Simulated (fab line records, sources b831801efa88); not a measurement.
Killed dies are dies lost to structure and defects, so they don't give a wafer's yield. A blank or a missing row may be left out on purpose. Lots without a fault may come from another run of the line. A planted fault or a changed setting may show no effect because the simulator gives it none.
Which tool did it? | flow sfq_line | 15 lots, 45 wafers sampled, at 1 step of a route of 325

WHAT THE GAUGES READ, wafer by wafer
SFQ_M4_OVL_MEAS_926.
lot  | measured     | on         | M4_OVL (nm)
L349 | day 45 12:05 | overlay-02 | -11 -1 -1
L350 | day 45 21:53 | overlay-02 | -1 2 -5
L351 | day 46 02:23 | overlay-02 | -4 0 2
L354 | day 46 10:55 | overlay-02 | 3 7 10
L355 | day 46 20:35 | overlay-01 | -7 -3 -3
L356 | day 47 02:36 | overlay-01 | -8 2 -6
L358 | day 48 14:45 | overlay-01 | 1 -1 3
L361 | day 49 14:28 | overlay-02 | -1 1 -13
L362 | day 49 21:30 | overlay-02 | 6 5 3
L363 | day 49 23:54 | overlay-02 | -1 8 -7
L365 | day 50 13:19 | overlay-01 | 11 0 -4
L368 | day 51 10:53 | overlay-02 | 7 7 2
L369 | day 51 19:20 | overlay-01 | 7 5 5
L370 | day 51 20:32 | overlay-01 | 3 8 1
L371 | day 52 20:24 | overlay-02 | 4 3 -3

WHICH TOOL RAN EACH LOT (tool, then ch and the chambers of the sampled wafers, then the start)
The record holds no process step before these readings.

WHAT THE TOOLS THEMSELVES READ (means of the sampled wafers that have a number; where no wafer has one, the mark that the record gives instead)
The record holds no such reading with a usual standard deviation.

THE ANSWER, worked out from the rows above alone
Rule: what is usual is taken from the lots themselves. Put in order of their means at a reading, lots are off if they are a third of the lots or fewer, leave a main group of 4 or more, and stand apart from it by a gap of 3 or more times the standard deviation of the main group's means; of several such gaps the widest counts. A main group whose means are all the same, to the digits that the tables above print for the reading, isn't used. A lot without any number at a reading at which 4 lots or more have one is off too. The other lots that the step has rows for count as sound. The gauges are gone through in route order, then the tools' own readings, and for those a lot's mean is taken as printed above. The first step at which some lot is off is used, and at that step the reading that is off furthest; a lot without a number counts as furthest.
No lot is off at any reading shown: from this, nothing can be told.

WHAT THE SIMULATOR HAD PUT IN
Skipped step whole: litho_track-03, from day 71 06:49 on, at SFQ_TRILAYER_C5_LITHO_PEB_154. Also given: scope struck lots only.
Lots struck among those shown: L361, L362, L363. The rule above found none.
